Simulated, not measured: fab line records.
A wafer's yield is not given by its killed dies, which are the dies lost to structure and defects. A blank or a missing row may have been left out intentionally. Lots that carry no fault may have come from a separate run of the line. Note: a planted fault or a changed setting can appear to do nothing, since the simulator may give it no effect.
Chamber matching | flow sky130 | rieDiel-04 running SKY_METAL3_ETCH_17: 4 sister chambers
The step etches SiO2 in C4F8/O2/Ar, stops on TiN, time 3.9 s, target depth 15 nm. 8 wafers are shown with their chamber, then 12 later ones without.

== WAFERS WITH THEIR CHAMBER ==
wafer  | chamber | oesProductAu (a.u.)
L090.5 | 3       | 0.762
L094.4 | 0       | 0.760
L092.1 | 2       | 0.752
L092.2 | 0       | 0.763
L092.3 | 1       | 0.748
L092.4 | 3       | 0.763
L092.5 | 2       | 0.759
L092.6 | 1       | 0.762

== WAFERS WHOSE CHAMBER IS MISSING ==
wafer  | oesProductAu (a.u.)
L093.2 | 0.751
L093.4 | 0.754
L093.6 | 0.749
L095.2 | 0.753
L095.3 | 0.747
L095.4 | 0.753
L096.2 | 0.759
L096.4 | 0.746
L096.6 | 0.768
L097.2 | 0.753
L097.3 | 0.756
L097.5 | 0.759

== CHAMBER TAKEN BY EACH ==
wafer  | from the rows above               | in truth
L093.2 | can't be placed: 1 or 2 or 0 or 3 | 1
L093.4 | can't be placed: 1 or 2 or 0 or 3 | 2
L093.6 | can't be placed: 1 or 2 or 0 or 3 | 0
L095.2 | can't be placed: 1 or 2 or 0 or 3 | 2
L095.3 | can't be placed: 1 or 2 or 0 or 3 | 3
L095.4 | can't be placed: 1 or 2 or 0 or 3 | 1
L096.2 | can't be placed: 0 or 2 or 3 or 1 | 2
L096.4 | can't be placed: 1 or 2 or 0 or 3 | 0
L096.6 | can't be placed: 3 or 0 or 2 or 1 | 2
L097.2 | can't be placed: 1 or 2 or 0 or 3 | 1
L097.3 | can't be placed: 2 or 1 or 0 or 3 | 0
L097.5 | can't be placed: 0 or 2 or 3 or 1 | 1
Placed correctly: 0 of 12. Not placeable from these rows: 12 (in 12, the candidates include the true chamber). 0 placed wrongly.
How it was worked out, from the rows above alone: a wafer's distance from a chamber is the root of the sum, over the readings, of the square of ((its reading less the chamber's mean) divided by the reading's scatter). If the next closest chamber is less than 2 further off than the closest, the wafer can't be placed; otherwise it belongs to the closest. For every chamber, the mean is computed from those of its wafers that are shown. The scatter is the square root of a quotient: the sum, over the shown wafers, of each reading's squared deviation from its chamber's mean, divided by wafers minus chambers.
